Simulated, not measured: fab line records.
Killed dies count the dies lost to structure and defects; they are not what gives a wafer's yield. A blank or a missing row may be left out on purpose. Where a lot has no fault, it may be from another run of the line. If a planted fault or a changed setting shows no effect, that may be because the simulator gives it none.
Struck lot and sound lot, side by side    flow sky130    31 out of 708 route steps
Sound: these wafers, L277.1, L277.3, L277.4. Struck: wafers L271.1, L271.5, L271.6. The cause is named last.
Each step with rows lists, per side, the tool, then ch with its chambers, then its first start. Under that, the readings that differ: sound wafers    struck wafers    difference of the means    sigmas: that difference in standard deviations of wafers without a fault.
alike: readings whose means differ by less than 2 such deviations, and words and numbers that are the same on both sides. not compared: withheld readings, readings that some wafer has no value for, bounds like >300 that may hide the same value, and numbers for which the record gives no deviation and whose values overlap.
Wherever a step has rows on one side only, a row that says differs or no value, or a row with sigmas, the two part there. Numbers that don't overlap but have no deviation are shown without sigmas and don't part them. Lack of a reading on every wafer of one side parts them only where that side has two or more wafers.

first, 1 step without rows for these wafers: SKY_NWELL_IMPLANT_13.
SKY_NWELL_STRIP_14: strips in O2/N2.
  sound on plasmaAsher-01 ch 0,1, day 8 20:24; struck on plasmaAsher-02 ch 0,1, day 7 09:09
  alike: chamberPressureMTorr, drypumpMotorCurrentA, oesProductAu, stripTimeToEndpointS
  not compared: rfHoursCounterH
SKY_NWELL_TW_MEAS_15:
  sound on filmMetro-03, day 8 20:30; struck on filmMetro-02, day 7 09:15
  alike: NWELL_TW
then, 7 steps without rows for these wafers: SKY_NWELL_DEHYDRATE_16 (time 60 s); SKY_NWELL_HMDS_17 (prime time 60 s); SKY_NWELL_COAT_18 (resist thk 3000 nm); SKY_NWELL_SOFTBAKE_19; SKY_NWELL_EXPOSE_20 (exposes mask NWM COMPLEMENT, target cd 840 nm); SKY_NWELL_PEB_21; SKY_NWELL_DEVELOP_22 (develop time 60 s).
SKY_NWELL_OVL_MEAS_23:
  sound on overlay-02, day 9 17:28; struck on overlay-01, day 8 02:13
  alike: NWELL_01_OVL
then, 1 step without rows for these wafers: SKY_NWELL_IMPLANT_24.
SKY_NWELL_STRIP_25: strips in O2/N2.
  sound on plasmaAsher-01 ch 0,1, day 9 17:40; struck on plasmaAsher-04 ch 0,1, day 8 02:25
  no value came back on the struck wafers for chamberPressureMTorr (mTorr), drypumpMotorCurrentA (A), oesProductAu (a.u.), stripTimeToEndpointS (s); on the sound wafers chamberPressureMTorr (mTorr) reads 1499.3 1502.5 1499.6
reading                                 sound  struck          difference  sigmas
model.coat_of_NWELL_COAT_18.thkNm (nm)  0 0 0  2994 2991 3000  +2995       
  not compared: rfHoursCounterH
SKY_NWELL_TW_MEAS_26:
  sound on filmMetro-02, day 9 17:46; struck on filmMetro-02, day 8 02:31
  alike: NWELL_2_TW
then, 1 step without rows for these wafers: SKY_NWELL_CLEAN_27 (cleans in SC1/SC2, time 150 s).
SKY_NWELL_RTA_28: time 30 s.
  sound on rtpAnneal-02 ch 0, day 9 17:52; struck on rtpAnneal-01 ch 0, day 8 02:37
  alike: lampPowerPct, wafer_temp_C_max
SKY_NWELL_RS_MEAS_29: measurement is done with a four-point probe.
  sound on filmMetro-01, day 9 17:58; struck on filmMetro-03, day 8 02:43
  alike: NWELL_RS
SKY_NWELL_RS_MEAS_31: measurement is done with a four-point probe.
  sound on filmMetro-01, day 9 18:13; struck on filmMetro-03, day 8 02:58
  alike: PWDE_RS
then, 7 steps without rows for these wafers: SKY_VT_ADJUST_HVTP_DEHYDRATE_00 (time 60 s); SKY_VT_ADJUST_HVTP_HMDS_01 (prime time 60 s); SKY_VT_ADJUST_HVTP_COAT_02 (resist thk 1140 nm); SKY_VT_ADJUST_HVTP_SOFTBAKE_03 (time 60 s); SKY_VT_ADJUST_HVTP_EXPOSE_04 (exposes mask HVTPM, target cd 380 nm); SKY_VT_ADJUST_HVTP_PEB_05; SKY_VT_ADJUST_HVTP_DEVELOP_06 (develop time 60 s).
SKY_VT_ADJUST_HVTP_CD_MEAS_07 targets a cd of 380 nm.
  sound on cdSem-02, day 10 16:34; struck on cdSem-02, day 9 00:23
  alike: cdNm
SKY_VT_ADJUST_HVTP_OVL_MEAS_08:
  sound on overlay-02, day 10 16:41; struck on overlay-01, day 9 00:30
  alike: VT_ADJUST_HVTP_OVL
then, 1 step without rows for these wafers: SKY_VT_ADJUST_HVTP_IMPLANT_09.
SKY_VT_ADJUST_HVTP_STRIP_10: strips in O2/N2.
  sound on plasmaAsher-02 ch 0,1, day 10 17:34; struck on plasmaAsher-01 ch 0,1, day 9 00:41
reading                       sound                 struck                difference  sigmas
chamberPressureMTorr (mTorr)  1496.2 1498.7 1495.7  1501.9 1499.1 1500.5  +3.6        +2
oesProductAu (a.u.)           0.715 0.716 0.711     0.731 0.726 0.730     +0.015      +3
stripTimeToEndpointS (s)      14.24 14.21 14.22     58.61 58.55 58.72     +44.40      +99 or more
  alike: drypumpMotorCurrentA
  not compared: rfHoursCounterH
SKY_VT_ADJUST_HVTP_TW_MEAS_11:
  sound on filmMetro-03, day 10 17:40; struck on filmMetro-03, day 9 00:47
reading            sound           struck    difference  sigmas
VT_ADJUST_HVTP_TW  1341 1351 1344  30 30 30  -1315       -99 or more
then, 1 step without rows for these wafers: SKY_VT_ADJUST_LVTN_DEHYDRATE_00 (time 60 s).

## WHERE THEY PART
Earliest at SKY_NWELL_STRIP_25; latest, in this record, at SKY_VT_ADJUST_HVTP_TW_MEAS_11.

WHY: the cause the simulator had injected
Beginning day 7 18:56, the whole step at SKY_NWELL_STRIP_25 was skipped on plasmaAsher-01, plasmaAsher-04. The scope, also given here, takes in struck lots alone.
